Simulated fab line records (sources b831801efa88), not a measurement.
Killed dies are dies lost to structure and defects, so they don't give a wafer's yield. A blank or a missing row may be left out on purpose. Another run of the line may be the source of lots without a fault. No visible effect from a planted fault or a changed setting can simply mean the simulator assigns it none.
Which tool is to blame? ; flow gf180mcu ; 42 wafers from 14 lots sampled at 4 of the route's 602 steps

== WHAT THE GAUGES READ, wafer by wafer ==
GF_M5_OVL_MEAS_08.
lot;measured;on;M5_OVL (nm)
L958;day 26 19:40;overlay-02;10 4 8
L962;day 28 01:41;overlay-01;5 1 -6
L963;day 28 06:02;overlay-01;-4 -7 4
L964;day 28 22:32;overlay-02;-1 3 6
L965;day 29 01:26;overlay-02;-10 -5 -11
L967;day 29 13:13;overlay-02;7 2 3
L968;day 29 20:34;overlay-01;-4 8 -1
L969;day 30 03:12;overlay-01;-4 1 6
L975;day 31 21:21;overlay-02;-1 1 -4
L974;day 31 22:39;overlay-01;- - -
L976;day 32 03:08;overlay-01;- - -
L979;day 32 18:51;overlay-01;-15 -8 -10
L978;day 32 20:44;overlay-02;-10 -5 -7
L980;day 33 01:45;overlay-02;-6 -1 -4

== TOOL THAT RAN EACH LOT (tool first, then ch and the chambers of the sampled wafers, then the start) ==
lot;GF_V4_CMP_26;GF_MIM_METAL_ETCH_19;GF_M5_PEB_05
L958;cmp-01 ch 1,2, day 24 23:43;rieMetal-02 ch 0, day 25 21:49;lithoTrack-04 ch 0, day 26 19:10
L962;cmp-02 ch 1,2,3, day 26 06:52;rieMetal-02 ch 0,1, day 27 04:16;lithoTrack-01 ch 0, day 28 01:14
L963;cmp-01 ch 1,2,3, day 26 12:19;rieMetal-04 ch 0, day 27 09:32;lithoTrack-03 ch 0, day 28 05:34
L964;cmp-02 ch 1,2,3, day 27 05:34;rieMetal-04 ch 0,1, day 28 02:29;lithoTrack-03 ch 0, day 28 22:04
L965;cmp-01 ch 0,2,3, day 27 10:08;rieMetal-04 ch 0,1, day 28 06:20;lithoTrack-03 ch 0, day 29 00:58
L967;cmp-01 ch 0,2,3, day 27 20:57;rieMetal-03 ch 1, day 28 17:05;lithoTrack-04 ch 0, day 29 12:48
L968;cmp-02 ch 1,2,3, day 28 04:23;rieMetal-03 ch 0,1, day 29 00:47;lithoTrack-01 ch 0, day 29 20:01
L969;cmp-01 ch 1,2,3, day 28 10:54;rieMetal-03 ch 0,1, day 29 07:35;lithoTrack-03 ch 0, day 30 02:45
L975;cmp-01 ch 0,1,3, day 30 09:28;rieMetal-02 ch 0,1, day 31 03:20;lithoTrack-03 ch 0, day 31 20:54
L974;cmp-01 ch 1,2, day 30 10:02;rieMetal-02 ch 0,1, day 31 04:23;lithoTrack-03, day 31 22:14
L976;cmp-02 ch 0,1,2, day 30 14:45;rieMetal-04 ch 0, day 31 09:16;lithoTrack-01, day 32 02:40
L979;cmp-01 ch 0,1,3, day 31 07:44;rieMetal-04 ch 0, day 32 01:34;lithoTrack-03 ch 0, day 32 18:26
L978;cmp-02 ch 0,2,3, day 31 09:59;rieMetal-02 ch 0,1, day 32 03:50;lithoTrack-03 ch 0, day 32 20:18
L980;cmp-01 ch 0,2,3, day 31 14:44;rieMetal-02 ch 0,1, day 32 08:49;lithoTrack-03 ch 0, day 33 01:20
- GF_V4_CMP_26: polishes, stops on SiO2, t overpolish 15 s, target thk 0 nm.
- GF_MIM_METAL_ETCH_19: etches the open film in Cl2/BCl3, stops on Si3N4, target depth 324.5 nm, time 54.1 s.
- GF_M5_PEB_05: peb time 90 s.

== WHAT THE TOOLS THEMSELVES READ (means of the sampled wafers that have a number; where no wafer has one, the mark that the record gives instead) ==
GF_V4_CMP_26.
lot;tool;edgeZonePressureFrac;motorCurrentA (A);overpolishRunS (s);timeToEndpointS (s)
L958;cmp-01;1.002;11.6;15.008;84
L962;cmp-02;0.998;11.3;14.997;86
L963;cmp-01;1.002;11.3;15.001;84
L964;cmp-02;1.004;11.4;15.000;83
L965;cmp-01;0.997;11.2;14.999;84
L967;cmp-01;0.993;10.8;14.999;85
L968;cmp-02;1.000;11.2;15.002;83
L969;cmp-01;0.994;11.2;14.997;81
L975;cmp-01;1.000;10.6;14.993;79
L974;cmp-01;1.000;11.7;15.000;80
L976;cmp-02;0.996;10.6;15.009;88
L979;cmp-01;1.003;10.4;14.994;87
L978;cmp-02;1.000;12.1;15.005;81
L980;cmp-01;0.996;11.1;15.005;81

GF_MIM_METAL_ETCH_19.
lot;tool;drypumpMotorCurrentA (A);oesProductAu (a.u.);throttleValvePct (%)
L958;rieMetal-02;5.73;0.947;28.274
L962;rieMetal-02;5.68;0.947;28.287
L963;rieMetal-04;6.05;0.936;28.292
L964;rieMetal-04;6.00;0.934;28.279
L965;rieMetal-04;6.01;0.942;28.279
L967;rieMetal-03;5.73;0.937;28.289
L968;rieMetal-03;5.82;0.947;28.270
L969;rieMetal-03;5.76;0.943;28.288
L975;rieMetal-02;5.72;0.940;28.287
L974;rieMetal-02;5.68;0.936;28.282
L976;rieMetal-04;6.05;0.945;28.285
L979;rieMetal-04;6.03;0.939;28.281
L978;rieMetal-02;5.68;0.940;28.288
L980;rieMetal-02;5.69;0.939;28.288

GF_M5_PEB_05.
lot;tool;chillPlateTempC (C);exhaustPa (Pa);plateTempC (C)
L958;lithoTrack-04;22.97;45.6;134.92
L962;lithoTrack-01;22.99;44.2;134.98
L963;lithoTrack-03;23.02;43.9;135.00
L964;lithoTrack-03;23.04;46.1;134.98
L965;lithoTrack-03;22.97;45.0;134.95
L967;lithoTrack-04;23.07;44.8;135.06
L968;lithoTrack-01;22.93;45.8;135.07
L969;lithoTrack-03;23.12;45.2;135.07
L975;lithoTrack-03;23.08;44.4;134.99
L974;lithoTrack-03;-;-;-
L976;lithoTrack-01;-;-;-
L979;lithoTrack-03;23.06;43.9;135.16
L978;lithoTrack-03;22.93;45.3;135.09
L980;lithoTrack-03;23.00;44.5;134.80

== THE ANSWER, worked out from the rows above alone ==
Rule: what is usual is taken from the lots themselves. Put in order of their means at a reading, lots are off if they are a third of the lots or fewer, leave a main group of 4 or more, and stand apart from it by a gap of 3 or more times the standard deviation of the main group's means; of several such gaps the widest counts. Not used: any main group whose means are identical at the precision the tables above print for the reading. Also off: a lot with no number at a reading for which 4 or more lots have one. Any other lot the step has rows for is counted as sound. First the gauges in route order, then the tools' own readings, where a lot's mean is used as printed above. The first step at which some lot is off is used, and at that step the reading that is off furthest; a lot without a number counts as furthest.
Off: L974, L976, at GF_M5_OVL_MEAS_08 (M5_OVL). Without a number there: L974, L976. Main group: mean -2 nm, sd 5.2.
A tool fits if, at a process step before that reading, it ran every lot that is off, and no sound lot after the first of them. The gauges at GF_M5_OVL_MEAS_08 aren't tried: what is off there is off at GF_M5_PEB_05 too, on other tools, and a gauge's error can't cause that. None of those tried fits.

== WHAT THE SIMULATOR HAD INSERTED ==
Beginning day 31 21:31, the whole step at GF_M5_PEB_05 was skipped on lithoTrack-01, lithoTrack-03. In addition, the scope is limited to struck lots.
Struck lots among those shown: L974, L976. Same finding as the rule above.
